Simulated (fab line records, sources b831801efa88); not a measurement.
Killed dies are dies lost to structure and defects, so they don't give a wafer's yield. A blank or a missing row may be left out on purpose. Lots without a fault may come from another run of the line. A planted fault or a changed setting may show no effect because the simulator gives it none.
Chamber matching | flow gf180mcu | GF_V1_CMP_26 on cmp-02: 4 sister chambers
The step polishes, stops on SiO2, t overpolish 15 s, target thk 0 nm. 18 wafers are shown with their chamber, then 9 later ones without.

WAFERS WITH THEIR CHAMBER
wafer  | chamber | motor_current_A (A) | time_to_endpoint_s (s) | overpolish_run_s (s)
L934.2 | 0       | 11.5                | 90                     | 15.001
L934.3 | 3       | 10.7                | 82                     | 14.997
L934.5 | 0       | 12.0                | 87                     | 14.993
L936.1 | 0       | 11.1                | 89                     | 15.001
L936.4 | 1       | 9.8                 | 77                     | 14.993
L936.5 | 3       | 10.0                | 80                     | 14.994
L938.3 | 3       | 10.9                | 81                     | 15.009
L938.4 | 1       | 9.8                 | 85                     | 14.995
L938.5 | 0       | 11.4                | 87                     | 15.005
L941.1 | 3       | 10.5                | 84                     | 15.000
L941.3 | 2       | 10.4                | 85                     | 14.990
L941.4 | 0       | 11.0                | 89                     | 14.987
L942.3 | 1       | 9.8                 | 85                     | 15.000
L942.5 | 3       | 10.8                | 81                     | 15.013
L942.6 | 0       | 12.4                | 86                     | 14.999
L945.4 | 2       | 10.2                | 85                     | 15.001
L945.5 | 1       | 10.0                | 82                     | 15.007
L945.6 | 2       | 10.2                | 87                     | 14.988

SIGNATURES (means of the wafers above)
reading            | chamber 0 | chamber 1 | chamber 2 | chamber 3 | scatter within a chamber
motor_current_A    | 11.567    | 9.850     | 10.267    | 10.580    | 0.38
time_to_endpoint_s | 88.00     | 82.25     | 85.67     | 81.60     | 2.18
overpolish_run_s   | 14.99767  | 14.99875  | 14.99300  | 15.00260  | 0.00702
Rule: a wafer's distance from a chamber is the root of the sum, over the readings, of the square of ((its reading less the chamber's mean) divided by the reading's scatter). The wafer belongs to the nearest chamber; if the next one is less than 2 further off, it can't be placed. The scatter: the root of (the sum of the squares of (reading less its chamber's mean) over the shown wafers, divided by (wafers less chambers)).

WAFERS WITHOUT THEIR CHAMBER
wafer  | motor_current_A (A) | time_to_endpoint_s (s) | overpolish_run_s (s)
L946.1 | 10.6                | 78                     | 14.991
L946.2 | 9.9                 | 86                     | 14.990
L946.5 | 10.2                | 83                     | 14.985
L955.2 | 10.2                | 77                     | 14.994
L955.4 | 10.1                | 79                     | 14.996
L955.6 | 10.4                | 81                     | 15.000
L956.1 | 9.8                 | 81                     | 14.992
L956.2 | 11.4                | 86                     | 15.005
L956.5 | 11.5                | 89                     | 14.992

WHICH CHAMBER EACH WENT THROUGH
wafer  | from the rows above          | in truth
L946.1 | can't be placed: 3 or 1 or 2 | 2
L946.2 | can't be placed: 2 or 1      | 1
L946.5 | can't be placed: 2 or 1 or 3 | 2
L955.2 | can't be placed: 3 or 1 or 2 | 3
L955.4 | can't be placed: 1 or 3 or 2 | 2
L955.6 | can't be placed: 3 or 1 or 2 | 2
L956.1 | can't be placed: 1 or 2 or 3 | 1
L956.2 | can't be placed: 0 or 3 or 2 | 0
L956.5 | 0                            | 0
Placed correctly: 1 of 9. Can't be placed from these rows: 8 (the true chamber is among the candidates in 8). Placed wrongly: 0.
